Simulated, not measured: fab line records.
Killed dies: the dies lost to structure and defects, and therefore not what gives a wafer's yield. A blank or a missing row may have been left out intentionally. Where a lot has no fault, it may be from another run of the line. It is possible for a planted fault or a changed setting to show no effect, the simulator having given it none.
fab line records | flow sky130
record: lots: 12 wafers: 36 last-day: 50
route steps=708 shown LOCAL_INTERCONNECT@402 CONTACT@406 PAD_OPEN@708
lots with no fault: from the same line, run without faults
start-h: the number of hours between the record's first day and the start of the first shown wafer of the lot | wait-h: hours from the lot's prior step to this one | " unchanged from the row above | L1.1+2: several wafers, shown together as one row | - no value, or no start given | * or withheld: withheld | < > ~ a bound
route shown NAME@n: a module of which the file shows steps, and the number in the route of the first | usual: the fault-free wafers' mean and standard deviation | same: alike in all rows | chamber/n: place in a boat | sites: each site's reading | _std_site: their standard deviation | _edge_site: mean of outer sites minus mean of inner sites | radius-mm: how far each site lies from the wafer's centre | mask NAME#n: copy n | behind: tool/chamber where the wafer was last shaped | hold: what put the lot on hold/how long, in hours/how the hold closed | device: the transistor (n, p or np) that didn't switch | end of line: at the end of the route, the tests of the same wafers | where a step has no rows: the recipe by itself | killed: not the wafer's yield, but the dies lost to structure and defects at the first sort | map: the dies of a wafer, with x for killed, . for not killed, _ for no die there
set.NAME: the setting the step ran with; set.NAME@STEP: the setting that earlier step ran with | model.NAME: the simulator's own value behind a step, which no gauge read
steps of the route over a sample of lots; a table a step, a row a wafer
services: from which hour (start-h, from the record's first day; less than 0 if before it) a tool's chamber was out of use, for how many hours, and why
== steps ==
step: SKY_LOCAL_INTERCONNECT_STRIP_15
recipe: chemistry: O2/N2 power-w: 1400 pressure-mtorr: 1500 platen-temp-c: withheld o2-flow-sccm: 3000 n2-flow-sccm: 300 overash-fraction: 0.5
usual: drypump-motor-current-A: 5.6/0.44 oes-product-au: 0.426/0.0052 strip-time-to-endpoint-s: 4.730/0.024
columns lot.wafer tool chamber start-h wait-h drypump-motor-current-A oes-product-au rf-hours-counter-h strip-time-to-endpoint-s
L488.1 plasma-asher-03 1 710.53 0.0 5.0 0.426 57 4.719
L488.2 " 0 " " 4.8 0.441 57 4.743
L488.6 " 1 " " 5.0 0.418 - 4.718
L490.1 plasma-asher-02 1 717.74 0.0 5.5 0.420 28 4.686
L490.3 " 1 " " 5.5 0.430 - 4.726
L490.5 " 0 " " 6.1 0.435 - 4.717
L491.2 plasma-asher-02 0 732.95 0.0 6.1 0.423 29 4.695
L491.4 " 0 " " 6.1 0.429 - 4.728
L491.5 " 0 " " 6.0 0.427 - 4.726
L493.1 plasma-asher-01 0 736.58 0.0 6.0 0.425 90 4.700
L493.2 " 1 " " 5.8 0.423 90 4.709
L493.3 " 1 " " 5.8 0.425 - 4.686
L494.1 plasma-asher-02 0 745.59 0.0 6.1 0.427 31 4.710
L494.4 " 0 " " 6.1 0.423 - 4.765
L494.6 " 0 " " 6.1 0.420 - 4.708
L495.2 plasma-asher-01 0 766.12 0.0 6.0 0.432 94 4.758
L495.4 " 0 " " 6.0 0.434 - 4.748
L495.5 " 1 " " 5.7 0.432 - 4.761
L497.2 plasma-asher-03 1 770.08 0.0 4.9 0.422 63 4.711
L497.3 " 0 " " 4.8 0.424 - 4.727
L497.4 " 1 " " 5.0 0.418 - 4.725
L498.1 plasma-asher-01 1 777.83 0.0 5.8 0.417 95 4.729
L498.4 " 1 " " 5.8 0.424 - 4.763
L498.6 " 0 " " 6.0 0.423 - 4.723
L499.1 plasma-asher-03 1 784.95 0.1 5.0 0.423 64 4.734
L499.3 " 1 " " 5.0 0.430 - 4.721
L499.6 " 1 " " 5.0 0.427 - 4.717
L504.4 plasma-asher-01 0 827.33 0.1 6.0 0.432 - 4.719
L504.5 " 0 " " 6.0 0.424 - 4.699
L504.6 " 1 " " 5.7 0.422 - 4.715
L509.1 plasma-asher-01 1 862.59 0.0 5.7 0.424 100 4.735
L509.5 " 1 " " 5.7 0.415 - 4.684
L509.6 " 0 " " 6.0 0.425 - 4.754
L510.2 plasma-asher-02 1 869.59 0.0 5.5 0.426 43 4.730
L510.4 " 0 " " 6.1 0.428 - 4.726
L510.6 " 1 " " 5.5 0.432 - 4.752
step: SKY_CONTACT_CVD_00
recipe: material: Si3N4 target-thk-nm: 75 temp-c: 400 time-s: withheld rf-w: 450
usual: heater-power-w: 705/120
columns lot.wafer tool chamber start-h wait-h heater-power-w
L488.1 pecvd-04 2 711.13 0.0 644
L488.2 " 0 " " 682
L488.6 " 0 " " 688
L490.1 pecvd-03 0 718.34 0.0 540
L490.3 " 2 " " 882
L490.5 " 2 " " 869
L491.2 pecvd-03 2 733.60 0.0 885
L491.4 " 2 " " 884
L491.5 " 1 " " 788
L493.1 pecvd-04 0 737.17 0.0 655
L493.2 " 2 " " 716
L493.3 " 1 " " 745
L494.1 pecvd-03 2 746.22 0.0 798
L494.4 " 2 " " 768
L494.6 " 2 " " 773
L495.2 pecvd-03 2 766.75 0.0 877
L495.4 " 2 " " 857
L495.5 " 1 " " 703
L497.2 pecvd-03 1 771.27 0.0 663
L497.3 " 0 " " 483
L497.4 " 0 " " 481
L498.1 pecvd-02 2 778.46 0.0 701
L498.4 " 2 " " 709
L498.6 " 0 " " 725
L499.1 pecvd-03 0 785.55 0.0 500
L499.3 " 0 " " 494
L499.6 " 0 " " 518
L504.4 pecvd-02 1 827.96 0.0 795
L504.5 " 0 " " 811
L504.6 " 2 " " 675
L509.1 pecvd-02 0 863.26 0.0 674
L509.5 " 1 " " 802
L509.6 " 0 " " 682
L510.2 pecvd-03 0 870.19 0.0 465
L510.4 " 0 " " 449
L510.6 " 1 " " 781
step: SKY_CONTACT_BOW_MEAS_05
recipe: mode: bow
usual: CONTACT_BOW: 82/6.9
columns lot.wafer tool chamber start-h wait-h CONTACT_BOW[um]
L488.1 film-metro-01 - 711.65 0.2 70
L488.2 " - " " 73
L488.6 " - " " 82
L490.1 film-metro-01 - 718.86 0.2 82
L490.3 " - " " 83
L490.5 " - " " 82
L491.2 film-metro-03 - 734.15 0.2 91
L491.4 " - " " 81
L491.5 " - " " 85
L493.1 film-metro-04 - 737.69 0.2 69
L493.2 " - " " 90
L493.3 " - " " 86
L494.1 film-metro-04 - 747.00 0.2 73
L494.4 " - " " 89
L494.6 " - " " 77
L495.2 film-metro-04 - 767.29 0.3 76
L495.4 " - " " 94
L495.5 " - " " 67
L497.2 film-metro-01 - 771.81 0.3 79
L497.3 " - " " 80
L497.4 " - " " 87
L498.1 film-metro-04 - 778.98 0.2 88
L498.4 " - " " 82
L498.6 " - " " 74
L499.1 film-metro-04 - 786.09 0.2 76
L499.3 " - " " 88
L499.6 " - " " 80
L504.4 film-metro-01 - 828.53 0.3 88
L504.5 " - " " 89
L504.6 " - " " 90
L509.1 film-metro-04 - 863.83 0.1 74
L509.5 " - " " 80
L509.6 " - " " 81
L510.2 film-metro-01 - 870.73 0.1 82
L510.4 " - " " 92
L510.6 " - " " 80
step: SKY_CONTACT_EXPOSE_11
recipe: mask-id: CTM1 na: 0.8 source-shape: annular sigma-inner: 0.55 sigma-outer: 0.85 target-cd-nm: 170 dose-mj: 38
usual: exposure-dose-mJ-cm2: 37.99/0.04
same: sigma-inner: 0.55
columns lot.wafer tool chamber start-h wait-h mask exposure-dose-mJ-cm2
L488.1 krf-scanner-01 0 725.81 - CTM1#0 38.10
L488.2 " 0 " " CTM1#0 38.03
L488.6 " 0 " " CTM1#0 37.97
L490.1 krf-scanner-01 0 733.17 - CTM1#0 38.05
L490.3 " 0 " " CTM1#0 37.98
L490.5 " 0 " " CTM1#0 38.02
L491.2 krf-scanner-01 0 747.76 - CTM1#0 37.99
L491.4 " 0 " " CTM1#0 38.03
L491.5 " 0 " " CTM1#0 38.00
L493.1 krf-scanner-02 0 751.24 - CTM1#0 38.00
L493.2 " 0 " " CTM1#0 38.06
L493.3 " 0 " " CTM1#0 38.03
L494.1 krf-scanner-02 0 760.67 - CTM1#0 37.95
L494.4 " 0 " " CTM1#0 37.96
L494.6 " 0 " " CTM1#0 37.94
L495.2 krf-scanner-02 0 781.23 - CTM1#0 38.01
L495.4 " 0 " " CTM1#0 37.97
L495.5 " 0 " " CTM1#0 37.93
L497.2 krf-scanner-02 0 785.72 - CTM1#0 33.96
L497.3 " 0 " " CTM1#0 34.02
L497.4 " 0 " " CTM1#0 33.98
L498.1 krf-scanner-01 0 792.65 - CTM1#0 37.93
L498.4 " 0 " " CTM1#0 37.95
L498.6 " 0 " " CTM1#0 37.95
L499.1 krf-scanner-02 0 800.00 - CTM1#0 34.82
L499.3 " 0 " " CTM1#0 34.83
L499.6 " 0 " " CTM1#0 34.84
L504.4 krf-scanner-02 0 841.60 - CTM1#0 35.54
L504.5 " 0 " " CTM1#0 35.48
L504.6 " 0 " " CTM1#0 35.47
L509.1 krf-scanner-01 0 876.70 - CTM1#0 37.98
L509.5 " 0 " " CTM1#0 37.98
L509.6 " 0 " " CTM1#0 38.00
L510.2 krf-scanner-01 0 884.09 - CTM1#0 37.98
L510.4 " 0 " " CTM1#0 38.00
L510.6 " 0 " " CTM1#0 38.04
step: SKY_CONTACT_CD_MEAS_14
recipe: target-cd-nm: 170
usual: cd-nm: 169.8/1.3
columns lot.wafer tool chamber start-h wait-h hold cd-nm
L488.1 cd-sem-01 - 738.92 - - 170.7
L488.2 " - " " - 170.6
L488.6 " - " " - 171.2
L490.1 cd-sem-02 - 746.02 - - 171.3
L490.3 " - " " - 171.1
L490.5 " - " " - 170.6
L491.2 cd-sem-02 - 761.09 - - 171.1
L491.4 " - " " - 170.0
L491.5 " - " " - 171.3
L493.1 cd-sem-01 - 764.87 - - 170.1
L493.2 " - " " - 169.8
L493.3 " - " " - 169.7
L494.1 cd-sem-02 - 773.62 - - 168.5
L494.4 " - " " - 168.8
L494.6 " - " " - 168.7
L495.2 cd-sem-02 - 794.09 - - 170.3
L495.4 " - " " - 168.7
L495.5 " - " " - 168.9
L497.2 cd-sem-02 - 798.58 - await-dispo/0.2h/release 149.5
L497.3 " - " " await-dispo/0.2h/release 150.2
L497.4 " - " " await-dispo/0.2h/release 149.7
L497.2 cd-sem-02 - 798.87 0.3 - 149.5
L497.3 " - " " - 149.8
L497.4 " - " " - 149.8
L498.1 cd-sem-01 - 805.06 - - 169.9
L498.4 " - " " - 170.5
L498.6 " - " " - 168.6
L499.1 cd-sem-02 - 812.41 - await-dispo/0.2h/release 154.4
L499.3 " - " " await-dispo/0.2h/release 154.7
L499.6 " - " " await-dispo/0.2h/release 154.0
L499.1 cd-sem-02 - 812.70 0.3 - 153.9
L499.3 " - " " - 154.7
L499.6 " - " " - 154.0
L504.4 cd-sem-01 - 854.78 - await-dispo/0.2h/release 159.2
L504.5 " - " " await-dispo/0.2h/release 159.0
L504.6 " - " " await-dispo/0.2h/release 158.1
L504.4 cd-sem-01 - 855.07 0.3 - 159.3
L504.5 " - " " - 158.7
L504.6 " - " " - 158.2
L509.1 cd-sem-01 - 889.38 - - 168.0
L509.5 " - " " - 170.3
L509.6 " - " " - 167.9
L510.2 cd-sem-01 - 896.53 - - 167.5
L510.4 " - " " - 167.9
L510.6 " - " " - 167.4
step: SKY_PAD_OPEN_PROBE_99
usual: killed_at_M0_to_M3: 43/7.1 killed_at_M4_up: 3.0/1.9 killed-at-contacts: 24/5 killed-at-front-end: 15/4.3 killed-at-other: 0.3/0.5 killed-dies: 85/9.6 killed-open: 46/7.1 killed-short: 39/6.8
same: gross-dies: 492 killed-at-back-side: 0
columns lot.wafer tool chamber start-h wait-h hold killed_at_M0_to_M3 killed_at_M4_up killed-at-contacts killed-at-front-end killed-at-other killed-dies killed-open killed-short
L494.1 prober-02 - 1104.11 0.1 - 39 2 18 15 0 74 45 29
L494.4 prober-02 - 1104.26 0.2 - 28 0 32 10 0 70 33 37
L494.6 prober-02 - 1104.36 0.2 - 35 3 31 18 0 87 52 35
L497.2 prober-01 - 1120.87 0.1 await-dispo/1.7h/release 54 4 40 22 1 121 52 53
L497.3 prober-01 - 1120.92 0.2 await-dispo/1.7h/release 51 1 35 19 0 106 62 33
L497.4 prober-01 - 1120.97 0.2 await-dispo/1.7h/release 55 1 38 22 1 117 55 47
L498.1 prober-02 - 1129.32 0.1 - 47 3 23 18 0 91 52 39
L498.4 prober-02 - 1129.47 0.2 - 48 4 20 10 0 82 45 37
L498.6 prober-02 - 1129.57 0.2 - 40 2 24 9 1 76 48 28
L499.1 prober-01 - 1131.06 0.1 - 38 1 36 13 0 88 55 32
L499.3 prober-01 - 1131.16 0.2 - 39 3 28 18 0 88 45 41
L499.6 prober-01 - 1131.31 0.2 - 39 4 27 15 0 85 50 34
L504.4 prober-01 - 1172.64 0.2 - 40 1 24 11 0 76 51 25
L504.5 prober-01 - 1172.69 0.2 - 43 4 27 12 0 86 48 38
L504.6 prober-01 - 1172.74 0.2 - 31 3 30 15 0 79 39 40
killed by level:class
L494.1 VIA2:geometric-particle:open=8 LI_CONTACT:geometric-particle:open=7 CONTACT:geometric-particle:open=7 VIA1:geometric-particle:open=7 POLY_GATE:geometric-particle:open=5 VIA1:geometric-particle:short=5 METAL1:geometric-particle:short=5 VIA3:geometric-particle:open=5
L494.4 CONTACT:geometric-particle:open=11 CONTACT:geometric-particle:short=8 LI_CONTACT:geometric-particle:open=7 METAL1:geometric-particle:short=6 VIA1:geometric-particle:short=5 LOCAL_INTERCONNECT:geometric-particle:short=4 VIA3:geometric-particle:open=4 VIA3:geometric-particle:short=4
L494.6 CONTACT:geometric-particle:open=13 VIA1:geometric-particle:open=9 LI_CONTACT:geometric-particle:open=9 METAL2:geometric-particle:short=7 SPACER:geometric-particle:open=6 VIA1:geometric-particle:short=5 POLY_GATE:geometric-particle:short=4 CONTACT:geometric-particle:short=4
L497.2 CONTACT:area-expose=16 VIA1:geometric-particle:open=12 LI_CONTACT:geometric-particle:open=10 FIELD_ISO:geometric-particle:short=8 METAL2:geometric-particle:short=8 METAL1:geometric-particle:short=7 VIA2:geometric-particle:open=7 CONTACT:geometric-particle:open=6
L497.3 VIA1:geometric-particle:open=19 CONTACT:geometric-particle:open=11 CONTACT:area-expose=11 LI_CONTACT:geometric-particle:open=9 VIA1:geometric-particle:short=8 METAL2:geometric-particle:short=7 FIELD_ISO:geometric-particle:open=6 METAL2:geometric-particle:open=4
L497.4 CONTACT:area-expose=15 VIA1:geometric-particle:open=13 METAL1:geometric-particle:short=10 POLY_GATE:geometric-particle:open=7 METAL2:geometric-particle:short=7 LI_CONTACT:geometric-particle:open=6 CONTACT:geometric-particle:short=6 VIA2:geometric-particle:open=6
L498.1 CONTACT:geometric-particle:open=10 VIA1:geometric-particle:open=10 VIA3:geometric-particle:open=9 METAL2:geometric-particle:short=7 VIA2:geometric-particle:open=6 POLY_GATE:geometric-particle:open=5 LOCAL_INTERCONNECT:geometric-particle:short=5 VIA1:geometric-particle:short=4
L498.4 VIA3:geometric-particle:open=10 METAL1:geometric-particle:short=9 VIA2:geometric-particle:open=9 VIA1:geometric-particle:open=8 CONTACT:geometric-particle:open=7 POLY_GATE:geometric-particle:short=5 LI_CONTACT:geometric-particle:open=5 METAL2:geometric-particle:short=4
L498.6 LI_CONTACT:geometric-particle:open=9 VIA1:geometric-particle:open=8 METAL2:geometric-particle:short=7 CONTACT:geometric-particle:open=7 METAL2:geometric-particle:open=4 FIELD_ISO:geometric-particle:open=3 VIA3:geometric-particle:open=3 POLY_GATE:geometric-particle:open=3
L499.1 CONTACT:geometric-particle:open=14 LI_CONTACT:geometric-particle:open=12 VIA3:geometric-particle:open=8 METAL1:geometric-particle:short=7 VIA1:geometric-particle:open=7 CONTACT:geometric-particle:short=5 METAL2:geometric-particle:short=5 POLY_GATE:geometric-particle:open=4
L499.3 VIA3:geometric-particle:open=11 CONTACT:geometric-particle:open=8 LI_CONTACT:geometric-particle:open=7 LOCAL_INTERCONNECT:geometric-particle:short=6 VIA1:geometric-particle:open=6 METAL1:geometric-particle:short=5 POLY_GATE:geometric-particle:short=5 FIELD_ISO:geometric-particle:open=4
L499.6 VIA3:geometric-particle:open=11 CONTACT:geometric-particle:open=10 VIA2:geometric-particle:open=8 VIA1:geometric-particle:open=6 LOCAL_INTERCONNECT:geometric-particle:short=5 CONTACT:geometric-particle:short=5 LI_CONTACT:geometric-particle:open=4 FIELD_ISO:geometric-particle:open=3
L504.4 CONTACT:geometric-particle:open=10 VIA1:geometric-particle:open=10 VIA3:geometric-particle:open=7 FIELD_ISO:geometric-particle:open=6 LI_CONTACT:geometric-particle:open=5 LOCAL_INTERCONNECT:geometric-particle:short=4 CONTACT:geometric-particle:short=4 METAL1:geometric-particle:open=4
L504.5 VIA2:geometric-particle:open=11 LI_CONTACT:geometric-particle:open=8 VIA1:geometric-particle:open=8 CONTACT:geometric-particle:open=7 METAL2:geometric-particle:short=6 CONTACT:geometric-particle:short=5 FIELD_ISO:geometric-particle:open=4 POLY_GATE:geometric-particle:short=4
L504.6 CONTACT:geometric-particle:open=14 METAL2:geometric-particle:short=6 LOCAL_INTERCONNECT:geometric-particle:short=5 VIA1:geometric-particle:open=5 FIELD_ISO:geometric-particle:open=4 LI_CONTACT:geometric-particle:open=4 CONTACT:geometric-particle:short=4 METAL1:geometric-particle:short=4
== services ==
columns tool chamber start-h hours kind
krf-scanner-02 - 706.42 4.4 pm
krf-scanner-02 - 719.98 1.3 pm
krf-scanner-02 - 738.57 0.8 pm
pecvd-03 1 745.32 2.1 scheduled-down
pecvd-02 1 748.18 6.5 repair
plasma-asher-02 - 749.64 2.8 pm
krf-scanner-01 - 750.45 0.8 pm
plasma-asher-02 - 752.45 3.5 repair
pecvd-03 1 783.91 5.5 scheduled-down
krf-scanner-01 - 790.98 1.3 pm
pecvd-03 2 791.52 6.2 repair
krf-scanner-02 - 796.42 2.0 repair
pecvd-03 0 803.46 4.1 repair
pecvd-03 1 808.37 20.6 repair
pecvd-03 - 811.68 0.9 repair
krf-scanner-02 - 831.19 1.0 pm
plasma-asher-01 - 833.38 28.1 pm
plasma-asher-03 - 835.87 1.7 repair
pecvd-02 - 837.16 6.0 pm
krf-scanner-01 - 853.91 1.0 pm
krf-scanner-02 - 868.17 0.5 repair
krf-scanner-02 - 870.90 4.8 repair
pecvd-02 - 880.69 15.6 pm
pecvd-04 - 881.51 0.6 repair
== key ==
first-sign: step: SKY_CONTACT_EXPOSE_11 reading: exposure-dose-mJ-cm2 direction: down sigmas: 81 usual: * struck: *
effect: step: SKY_CONTACT_CD_MEAS_14 reading: visit direction: added through: control-loop
effect: step: SKY_CONTACT_CD_MEAS_14 reading: cd-nm direction: down sigmas: 12 usual: 169.8 struck: 154.3 through: control-loop
effect: step: SKY_PAD_OPEN_PROBE_99 reading: killed-at-contacts direction: up sigmas: 1.5 usual: 24 struck: 32 wafers-moved: 3
met-at SKY_CONTACT_EXPOSE_11
struck-lots L497,L499,L504
tester-left-out L497,L499,L504
loop-trim: step: SKY_CONTACT_EXPOSE_11 setting: dose lots: L499,L504
not-acting-at SKY_LOCAL_INTERCONNECT_STRIP_15,SKY_CONTACT_CVD_00,SKY_CONTACT_BOW_MEAS_05
onset-between 781.23 785.72
fault: kind: process-parameter-drift tool: krf-scanner-02 chamber: - onset-h: 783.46 steps: SKY_CONTACT_EXPOSE_11 channel: dose-mj offset: -3.9936 shape: step acts-in: these-recipes-only stated: 38
tester-left-out: of these lots the tester's yield and bins aren't shown, on N5 and GAA mostly nor the transistor test; their killed dies are dies lost to structure and defects alone, not to doping, threshold or leakage, so they don't give the yield
loop-trim: a control loop set the setting to another value than it would have without faults
